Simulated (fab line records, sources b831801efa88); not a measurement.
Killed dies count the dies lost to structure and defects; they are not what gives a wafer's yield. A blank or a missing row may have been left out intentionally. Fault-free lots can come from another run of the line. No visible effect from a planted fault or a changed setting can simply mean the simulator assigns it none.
Chamber matching :: flow sfqLine :: SFQ_TRILAYER_A5B_CMP_CMP_130 on cmp-01: 4 sister chambers
The step polishes, stops on Nb, target thk 340.7 nm. 4 wafers are shown with their chamber, then 7 later ones without.

== WAFERS WITH THEIR CHAMBER ==
wafer: L871.6
chamber: 1
motorCurrentA (A): 9.8

wafer: L880.3
chamber: 3
motorCurrentA (A): 8.6

wafer: L881.2
chamber: 2
motorCurrentA (A): 12.4

wafer: L881.3
chamber: 0
motorCurrentA (A): 8.6

== WAFERS MISSING THEIR CHAMBER ==
wafer: L881.6
motorCurrentA (A): 8.3

wafer: L889.1
motorCurrentA (A): 8.5

wafer: L889.2
motorCurrentA (A): 9.7

wafer: L889.6
motorCurrentA (A): 8.5

wafer: L890.1
motorCurrentA (A): 11.8

wafer: L890.2
motorCurrentA (A): 8.2

wafer: L890.3
motorCurrentA (A): 9.5

== CHAMBER TAKEN BY EACH ==
wafer: L881.6
from the rows above: can't be placed: 0 or 3
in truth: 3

wafer: L889.1
from the rows above: can't be placed: 0 or 3
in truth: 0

wafer: L889.2
from the rows above: 1
in truth: 1

wafer: L889.6
from the rows above: can't be placed: 0 or 3
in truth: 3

wafer: L890.1
from the rows above: 2
in truth: 2

wafer: L890.2
from the rows above: can't be placed: 0 or 3
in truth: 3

wafer: L890.3
from the rows above: can't be placed: 1 or 0 or 3
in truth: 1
Correctly placed: 2 of 7. Can't be placed from these rows: 5 (the true chamber is among the candidates in 5). Placed wrongly: 0.
How it was worked out, from the rows above alone: a wafer's distance from a chamber is the root of the sum, over the readings, of the square of ((its reading less the chamber's mean) divided by the reading's scatter). If the next closest chamber is less than 2 further off than the closest, the wafer can't be placed; otherwise it belongs to the closest. For every chamber, the mean is computed from those of its wafers that are shown. The scatter: with one shown wafer a chamber, the root of the mean of the squares of how far each hidden wafer lies from its nearest shown one.
